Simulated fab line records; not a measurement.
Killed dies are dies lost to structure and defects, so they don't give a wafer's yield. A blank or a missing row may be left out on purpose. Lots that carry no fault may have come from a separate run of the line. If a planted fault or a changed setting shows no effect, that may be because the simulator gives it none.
fab line records | flow sky130
record: lots: 5 | wafers: 15 | last-day: 50
route steps=708 shown LDD_LDN@289 PAD_OPEN@708
lots untouched by any fault: they come from a run of this same line in which no faults occurred
start-h: hours from the record's opening day to when the first of the lot's shown wafers began | wait-h: hours from the lot's prior step to this one | " unchanged from the row above | L1.1+2: one row covering several wafers at once | - no value present, or no start provided | * or withheld: withheld | < > ~ a bound
route shown NAME@n: names a module that has steps shown in the file, with the first one's number in the route | usual: the fault-free wafers' mean and standard deviation | same: alike in all rows | chamber/n: place in a boat | sites: readings site by site | _std_site: the standard deviation of these | _edge_site: outer sites' mean less inner sites' | radius-mm: how far each site lies from the wafer's centre | mask NAME#n: copy n | behind: the last tool/chamber to shape the wafer | hold: why the lot went on hold/how many hours it stayed there/how the hold came to an end | device: whichever transistor did not switch (one of n, p or np) | end of line: tests of these same wafers at the route's end | for a step that has no rows: nothing shown but its recipe | killed: dies that structure and defects cost at the first sort, which is not the same as the wafer's yield | map: a wafer's dies, x killed, . not, _ none there
set.NAME: setting as actually run; set.NAME@STEP: the setting as run at that earlier step | model.NAME: the simulator's own value behind a step, which no gauge read
certain route steps with their lots: each step a table, each wafer a row
services: the hour from which a tool's chamber was out of use, counted from the record's first day as start-h (under 0 if before that day), plus the number of hours and why
== steps ==
step: SKY_LDD_LDN_DEHYDRATE_00
recipe: temp-c: 200 | time-s: 60
step: SKY_LDD_LDN_HMDS_01
recipe: prime-time-s: 60 | prime-temp-c: 120
step: SKY_LDD_LDN_COAT_02
recipe: resist: NOVOLAK | spin-rpm: 3000 | resist-thk-nm: 1140
step: SKY_LDD_LDN_SOFTBAKE_03
recipe: temp-c: 90 | time-s: 60 | resist: NOVOLAK
step: SKY_LDD_LDN_EXPOSE_04
recipe: mask-id: LDNTM | na: 0.6 | source-shape: conventional | sigma-outer: 0.6 | polarization: unpolarized | target-cd-nm: 700 | dose-mj: 140
step: SKY_LDD_LDN_PEB_05
recipe: temp-c: withheld | time-s: * | resist: NOVOLAK
step: SKY_LDD_LDN_DEVELOP_06
recipe: resist: NOVOLAK | developer: TMAH | develop-time-s: 60 | dev-temp-c: 23
step: SKY_LDD_LDN_OVL_MEAS_07
usual: LDD_LDN_OVL: -0.1/1.4
lot.wafer | tool       | chamber | start-h | wait-h | LDD_LDN_OVL[nm]
L654.2    | overlay-02 | -       | 543.98  | 0.1    | -2.2
L654.4    | "          | -       | "       | "      | -2.6
L654.5    | "          | -       | "       | "      | -1.0
L656.1    | overlay-01 | -       | 575.77  | 0.1    | 1.4
L656.2    | "          | -       | "       | "      | 2.0
L656.6    | "          | -       | "       | "      | 0.5
L659.2    | overlay-01 | -       | 590.96  | 0.1    | -2.6
L659.3    | "          | -       | "       | "      | -2.8
L659.5    | "          | -       | "       | "      | -2.7
L670.3    | overlay-02 | -       | 672.99  | 0.1    | -1.3
L670.4    | "          | -       | "       | "      | 0.1
L670.6    | "          | -       | "       | "      | -1.7
L674.2    | overlay-01 | -       | 713.43  | 0.1    | -0.7
L674.4    | "          | -       | "       | "      | -0.1
L674.5    | "          | -       | "       | "      | -0.9
step: SKY_LDD_LDN_IMPLANT_08
recipe: species: As | energy-kev: 15 | dose-cm2: 1.25e+13 | tilt-deg: withheld | rotation-deg: 23
step: SKY_LDD_LDN_IMPLANT_09
recipe: species: As | energy-kev: 15 | dose-cm2: 1.25e+13 | tilt-deg: withheld | rotation-deg: 113
step: SKY_LDD_LDN_IMPLANT_10
recipe: species: As | energy-kev: 15 | dose-cm2: 1.25e+13 | tilt-deg: withheld | rotation-deg: 203
step: SKY_LDD_LDN_IMPLANT_11
recipe: species: As | energy-kev: 15 | dose-cm2: 1.25e+13 | tilt-deg: withheld | rotation-deg: 293
step: SKY_LDD_LDN_STRIP_12
recipe: chemistry: O2/N2 | power-w: 1400 | pressure-mtorr: 1500 | platen-temp-c: withheld | o2-flow-sccm: 3000 | n2-flow-sccm: 300 | overash-fraction: 0.5
usual: chamber-pressure-mTorr: 1499.9/1.4 | drypump-motor-current-A: 5.3/0.46 | oes-product-au: 0.716/0.0047 | strip-time-to-endpoint-s: 14.16/0.041
same: overash-fraction: 0.5
lot.wafer | tool            | chamber | start-h | wait-h | chamber-pressure-mTorr | drypump-motor-current-A | oes-product-au | rf-hours-counter-h | strip-time-to-endpoint-s | model.NOVOLAK_of_LDD_LDN_COAT_02.thk-nm
L654.2    | plasma-asher-03 | 1       | 544.61  | 0.1    | 1499.4                 | 5.3                     | 0.715          | 74                 | 14.17                    | 0
L654.4    | "               | 0       | "       | "      | 1501.3                 | 5.5                     | 0.715          | -                  | 14.19                    | 0
L654.5    | "               | 1       | "       | "      | 1502.7                 | 5.3                     | 0.718          | -                  | 14.19                    | 0
L656.1    | plasma-asher-01 | 1       | 576.41  | 0.1    | 1501.1                 | 5.1                     | 0.943          | 90                 | -                        | 293.6
L656.2    | "               | 0       | "       | "      | 1500.4                 | 4.9                     | 0.940          | 90                 | -                        | 292.8
L656.6    | "               | 1       | "       | "      | 1500.3                 | 5.2                     | 0.945          | -                  | -                        | 292.9
L659.2    | plasma-asher-04 | 1       | 591.59  | 0.1    | 1499.7                 | 4.7                     | 0.717          | 45                 | 14.12                    | 0
L659.3    | "               | 0       | "       | "      | 1501.9                 | 5.9                     | 0.707          | -                  | 14.16                    | 0
L659.5    | "               | 0       | "       | "      | 1500.8                 | 5.9                     | 0.715          | -                  | 14.16                    | 0
L670.3    | plasma-asher-01 | 1       | 673.65  | 0.1    | 1499.4                 | 5.1                     | 0.712          | -                  | 14.23                    | 0
L670.4    | "               | 0       | "       | "      | 1499.8                 | 4.9                     | 0.712          | -                  | 14.18                    | 0
L670.6    | "               | 1       | "       | "      | 1498.2                 | 5.2                     | 0.710          | -                  | 14.21                    | 0
L674.2    | plasma-asher-04 | 0       | 714.06  | 0.1    | 1500.4                 | 5.9                     | 0.706          | 59                 | 14.21                    | 0
L674.4    | "               | 1       | "       | "      | 1502.3                 | 4.7                     | 0.717          | -                  | 14.13                    | 0
L674.5    | "               | 0       | "       | "      | 1501.4                 | 6.0                     | 0.708          | -                  | 14.17                    | 0
step: SKY_LDD_LDN_TW_MEAS_13
usual: LDD_LDN_TW: 1482/7.6
lot.wafer | tool          | chamber | start-h | wait-h | LDD_LDN_TW
L654.2    | film-metro-03 | -       | 544.72  | 0.1    | 1473
L654.4    | "             | -       | "       | "      | 1473
L654.5    | "             | -       | "       | "      | 1474
L656.1    | film-metro-03 | -       | 576.51  | 0.1    | 1486
L656.2    | "             | -       | "       | "      | 1486
L656.6    | "             | -       | "       | "      | 1490
L659.2    | film-metro-01 | -       | 591.70  | 0.1    | 1489
L659.3    | "             | -       | "       | "      | 1483
L659.5    | "             | -       | "       | "      | 1489
L670.3    | film-metro-01 | -       | 673.74  | 0.1    | 1486
L670.4    | "             | -       | "       | "      | 1476
L670.6    | "             | -       | "       | "      | 1482
L674.2    | film-metro-02 | -       | 714.17  | 0.1    | 1493
L674.4    | "             | -       | "       | "      | 1490
L674.5    | "             | -       | "       | "      | 1491
step: SKY_PAD_OPEN_PROBE_99
usual: killed_at_M0_to_M3: 43/7.1 | killed_at_M4_up: 3.1/1.7 | killed-at-contacts: 23/5.1 | killed-at-front-end: 14/4.4 | killed-at-other: 0.3/0.47 | killed-dies: 84/9.9 | killed-on-rim: 16/3.8 | killed-open: 45/6.6 | killed-short: 38/6.8
same: gross-dies: 492 | killed-at-back-side: 0
lot.wafer | tool      | chamber | start-h | wait-h | killed_at_M0_to_M3 | killed_at_M4_up | killed-at-contacts | killed-at-front-end | killed-at-other | killed-dies | killed-on-rim | killed-open | killed-short
L656.1    | prober-01 | -       | 1111.13 | 0.1    | 36                 | 1               | 27                 | 428                 | 0               | 492         | 96            | 36          | 49
L656.2    | prober-01 | -       | 1111.18 | 0.1    | 42                 | 1               | 25                 | 424                 | 0               | 492         | 96            | 51          | 38
L656.6    | prober-01 | -       | 1111.38 | 0.2    | 28                 | 3               | 23                 | 438                 | 0               | 492         | 96            | 41          | 30
L659.2    | prober-01 | -       | 1122.33 | 0.1    | 41                 | 7               | 26                 | 14                  | 0               | 88          | 20            | 47          | 41
L659.3    | prober-01 | -       | 1122.38 | 0.2    | 54                 | 3               | 32                 | 16                  | 0               | 105         | 27            | 53          | 52
L659.5    | prober-01 | -       | 1122.48 | 0.2    | 45                 | 2               | 19                 | 12                  | 2               | 80          | 11            | 44          | 36
L670.3    | prober-02 | -       | 1175.95 | 0.2    | 31                 | 3               | 26                 | 19                  | 0               | 79          | 16            | 45          | 34
L670.4    | prober-02 | -       | 1176.00 | 0.2    | 47                 | 5               | 18                 | 9                   | 0               | 79          | 13            | 42          | 37
L670.6    | prober-02 | -       | 1176.10 | 0.2    | 51                 | 5               | 20                 | 14                  | 1               | 91          | 21            | 43          | 48
killed by level:class
L656.1 SPACER:area-cvd=407 FIELD_ISO:geometric-particle:short=10 FIELD_ISO:geometric-particle:open=8 CONTACT:geometric-particle:open=8 LI_CONTACT:geometric-particle:open=7 METAL2:geometric-particle:short=7 VIA1:geometric-particle:open=6 LI_CONTACT:geometric-particle:short=5
L656.2 SPACER:area-cvd=403 VIA1:geometric-particle:open=12 VIA3:geometric-particle:open=10 CONTACT:geometric-particle:open=9 METAL2:geometric-particle:short=8 LOCAL_INTERCONNECT:geometric-particle:short=7 FIELD_ISO:geometric-particle:short=6 FIELD_ISO:geometric-particle:open=4
L656.6 SPACER:area-cvd=421 LI_CONTACT:geometric-particle:open=9 FIELD_ISO:geometric-particle:open=7 CONTACT:geometric-particle:open=6 VIA1:geometric-particle:open=6 FIELD_ISO:geometric-particle:short=4 VIA1:geometric-particle:short=3 METAL1:geometric-particle:short=3
L659.2 VIA1:geometric-particle:open=9 LI_CONTACT:geometric-particle:open=7 VIA2:geometric-particle:open=7 CONTACT:geometric-particle:open=6 METAL4:geometric-particle:short=5 LI_CONTACT:geometric-particle:short=5 LOCAL_INTERCONNECT:geometric-particle:short=5 FIELD_ISO:geometric-particle:open=4
L659.3 CONTACT:geometric-particle:open=13 VIA1:geometric-particle:open=9 METAL1:geometric-particle:short=8 CONTACT:geometric-particle:short=7 VIA2:geometric-particle:short=6 VIA3:geometric-particle:open=6 POLY_GATE:geometric-particle:open=5 LI_CONTACT:geometric-particle:open=5
L659.5 VIA1:geometric-particle:open=10 CONTACT:geometric-particle:open=8 VIA3:geometric-particle:open=8 CONTACT:geometric-particle:short=6 VIA2:geometric-particle:open=6 VIA1:geometric-particle:short=5 METAL3:geometric-particle:short=3 METAL1:geometric-particle:open=3
L670.3 CONTACT:geometric-particle:open=14 FIELD_ISO:geometric-particle:open=7 CONTACT:geometric-particle:short=6 VIA1:geometric-particle:open=5 VIA3:geometric-particle:open=5 SPACER:geometric-particle:short=4 LI_CONTACT:geometric-particle:open=4 METAL1:geometric-particle:short=4
L670.4 VIA1:geometric-particle:open=19 CONTACT:geometric-particle:open=8 VIA1:geometric-particle:short=6 VIA3:geometric-particle:open=6 CONTACT:geometric-particle:short=5 METAL2:geometric-particle:short=5 METAL4:geometric-particle:short=5 METAL1:geometric-particle:short=3
L670.6 VIA1:geometric-particle:open=14 CONTACT:geometric-particle:open=6 METAL2:geometric-particle:short=6 VIA3:geometric-particle:open=6 CONTACT:geometric-particle:short=5 VIA3:geometric-particle:short=5 VIA1:geometric-particle:short=5 FIELD_ISO:geometric-particle:short=4
map L656.1 (x killed, . not)
__________xxxxxxxxxx_________
________xxxxxxxxxxxxxx_______
______xxxxxxxxxxxxxxxxxx_____
_____xxxxxxxxxxxxxxxxxxxx____
____xxxxxxxxxxxxxxxxxxxxxx___
___xxxxxxxxxxxxxxxxxxxxxxxx__
__xxxxxxxxxxxxxxxxxxxxxxxxxx_
_xxxxxxxxxxxxxxxxxxxxxxxxxxxx
_xxxxxxxxxxxxxxxxxxxxxxxxxxxx
_xxxxxxxxxxxxxxxxxxxxxxxxxxxx
_xxxxxxxxxxxxxxxxxxxxxxxxxxxx
_xxxxxxxxxxxxxxxxxxxxxxxxxxxx
_xxxxxxxxxxxxxxxxxxxxxxxxxxxx
_xxxxxxxxxxxxxxxxxxxxxxxxxxxx
_xxxxxxxxxxxxxxxxxxxxxxxxxxxx
__xxxxxxxxxxxxxxxxxxxxxxxxxx_
___xxxxxxxxxxxxxxxxxxxxxxxx__
____xxxxxxxxxxxxxxxxxxxxxx___
_____xxxxxxxxxxxxxxxxxxxx____
______xxxxxxxxxxxxxxxxxx_____
________xxxxxxxxxxxxxx_______
__________xxxxxxxxxx_________
map L670.6 (x killed, . not)
__________.x.x......_________
________............x._______
______.x.xxx.........x.._____
_____..x...........x.x...____
____.....xx.xx....x.......___
___..x..xxx.x......x.xx....__
__x.......x....x..x.......x._
_x...x...x..........x.......x
_....xx...x........x....xx...
_...........x..x.........x...
_x...............x..x.......x
_..............x.....x.......
_....x.xxx.........xx...x....
_....x..x.....x.......x....x.
_.x..x...x..............x....
__..........x...x.....x....._
___.x.....x..x...x.........__
____.....x.x............x.___
_____.xx..x.........x...x____
______.x.x.x...x..x...x._____
________.......x.x...._______
__________x...xx...._________
== services ==
tool            | chamber | start-h | hours | kind
plasma-asher-01 | -       | 578.85  | 2.8   | pm
plasma-asher-01 | -       | 591.32  | 3.3   | repair
plasma-asher-03 | -       | 601.09  | 52.7  | repair
plasma-asher-03 | -       | 623.90  | 3.5   | repair
plasma-asher-04 | -       | 695.32  | 8.7   | pm
plasma-asher-03 | -       | 702.76  | 7.7   | repair
== key ==
first-sign: step: SKY_LDD_LDN_STRIP_12 | reading: oes-product-au | direction: up | sigmas: 48 | usual: 0.716 | struck: 0.943
effect: step: SKY_PAD_OPEN_PROBE_99 | reading: killed-at-front-end | direction: up | sigmas: 95 | usual: 14 | struck: 430
model-effect: step: SKY_LDD_LDN_STRIP_12 | value: NOVOLAK_of_LDD_LDN_COAT_02.thk-nm | without: 0 | struck: 293.1
more-kills-born-at: SKY_SPACER_CVD_00@lpcvd-02: 1231
met-at SKY_LDD_LDN_STRIP_12
struck-wafers L656.1,L656.2,L656.6
later-rows-left-out L656.1,L656.2,L656.6
tester-left-out L656
fault: kind: strip-aborted | tool: plasma-asher-01 | chamber: - | onset-h: 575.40 | steps: SKY_LDD_LDN_STRIP_12 | offset: 0.54228 | end-h: 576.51
tester-left-out: of these lots the tester's yield and bins aren't shown, on N5 and GAA mostly nor the transistor test; their killed dies are dies lost to structure and defects alone, not to doping, threshold or leakage, so they don't give the yield
later-rows-left-out: the simulator's readings of these wafers behind a module that went badly wrong aren't trusted and aren't shown, but for the sort
